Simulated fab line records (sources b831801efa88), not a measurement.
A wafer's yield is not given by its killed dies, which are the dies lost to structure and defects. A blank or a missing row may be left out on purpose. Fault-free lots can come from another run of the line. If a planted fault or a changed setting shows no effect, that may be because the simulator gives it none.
Struck lot and sound lot, side by side :: flow sky130 :: 15 out of 708 route steps
Sound: the wafers L878.1, L878.2, L878.3. Wafers L874.1, L874.2, L874.5 were the ones struck. The cause comes at the end.
Order at every step that has rows: each side's tool, ch and its chambers, its first start. Under that, the readings that differ: sound wafers :: struck wafers :: difference of the means :: sigmas: that difference in standard deviations of wafers without a fault.
alike: readings whose means differ by less than 2 such deviations, and words and numbers that are the same on both sides. not compared: withheld readings, readings that some wafer has no value for, bounds like >300 that may hide the same value, and numbers for which the record gives no deviation and whose values overlap.
Wherever a step has rows on one side only, a row that says differs or no value, or a row with sigmas, the two part there. Numbers that don't overlap but have no deviation are shown without sigmas and don't part them. A reading that every wafer of one side lacks parts them only if that side has two wafers or more.

first, 2 steps without rows for these wafers: SKY_NWELL_IMPLANT_12; SKY_NWELL_IMPLANT_13.
SKY_NWELL_STRIP_14: strips in O2/N2.
  sound on plasma_asher-04 ch 0,1, day 8 07:53; struck on plasma_asher-02 ch 0,1, day 7 08:14
  alike: drypump_motor_current_A, o2_flow_sccm, oes_product_au, strip_time_to_endpoint_s
  not compared: rf_hours_counter_h
SKY_NWELL_TW_MEAS_15:
  sound: film_metro-01 at day 8 07:59; struck: film_metro-02 at day 7 08:20
  alike: NWELL_TW
then, 7 steps without rows for these wafers: SKY_NWELL_DEHYDRATE_16 (time 60 s); SKY_NWELL_HMDS_17 (prime time 60 s); SKY_NWELL_COAT_18 (resist thk 3000 nm); SKY_NWELL_SOFTBAKE_19; SKY_NWELL_EXPOSE_20 (exposes mask NWM COMPLEMENT, target cd 840 nm); SKY_NWELL_PEB_21; SKY_NWELL_DEVELOP_22 (develop time 60 s).
SKY_NWELL_OVL_MEAS_23:
  sound: overlay-02 at day 9 05:36; struck: overlay-02 at day 8 04:38
  alike: NWELL_01_OVL
SKY_NWELL_IMPLANT_24:
  sound on implanter-02 ch 0, day 9 05:38; struck on implanter-03 ch 0, day 8 04:40
reading: beam_energy_keV
sound: 139.98 140.02 139.96
struck: 152.05 152.01 152.06
difference: +12.05
sigmas: +99 or more

reading: model.implant.drp_nm (nm)
sound: 95.47 95.47 95.47
struck: 98.52 98.52 98.52
difference: +3.05
sigmas: 
SKY_NWELL_STRIP_25: strips in O2/N2.
  sound on plasma_asher-04 ch 0,1, day 9 05:47; struck on plasma_asher-02 ch 0,1, day 8 04:49
  alike: drypump_motor_current_A, o2_flow_sccm, oes_product_au, strip_time_to_endpoint_s
  not compared: rf_hours_counter_h
-- the record jumps here: 40 days lie between the struck wafers' starts before and after (it left off in module NWELL and takes up again in module PAD_OPEN, whose first step shown is number 708 of the route) --
SKY_PAD_OPEN_PROBE_99:
  sound: prober-02 at day 49 03:14; struck: prober-02 at day 48 13:35
reading: model.etest.res_iso_pwell.rs_ohm_sq
sound: 2903 2983 2829
struck: 2454 2369 2431
difference: -487
sigmas: 

reading: model.etest.res_iso_pwell.line_ohm_um
sound: 1090 1115 1060
struck: 913.9 877.3 911.6
difference: -187.4
sigmas: 

reading: model.etest.res_deep_nwell.rs_ohm_sq
sound: 2203 2206 2198
struck: 2270 2285 2280
difference: +76
sigmas: 

reading: model.etest.tip_n_5v.rs_ohm_sq
sound: 1395 1392 1395
struck: 1356 1360 1360
difference: -35
sigmas: 

reading: model.etest.res_nwell.width_nm (nm)
sound: 824 818.6 818.5
struck: 808.8 806.5 806.4
difference: -13.1
sigmas: 

reading: model.etest.res_deep_nwell.line_ohm_um
sound: 735.5 734.7 729.3
struck: 756.6 755.5 754.2
difference: +22.3
sigmas: 

reading: model.etest.pfet_16v.drive_ua_um
sound: 243.8 241.5 246.9
struck: 228.9 231.2 230.3
difference: -13.9
sigmas: 
  alike: killed_at_M0_to_M3, killed_at_M4_up, killed_at_contacts, killed_at_front_end, killed_at_other, killed_dies, killed_open, killed_short
  not compared: model.etest.res_iso_pwell.width_nm

WHERE THEY PART
Within this record, at SKY_NWELL_IMPLANT_24 only. Later steps at which nothing parts them and some readings are alike: SKY_NWELL_STRIP_25, SKY_PAD_OPEN_PROBE_99.

WHY: the cause the simulator had injected
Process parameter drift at SKY_NWELL_IMPLANT_24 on implanter-03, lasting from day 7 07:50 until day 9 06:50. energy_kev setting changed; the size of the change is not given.
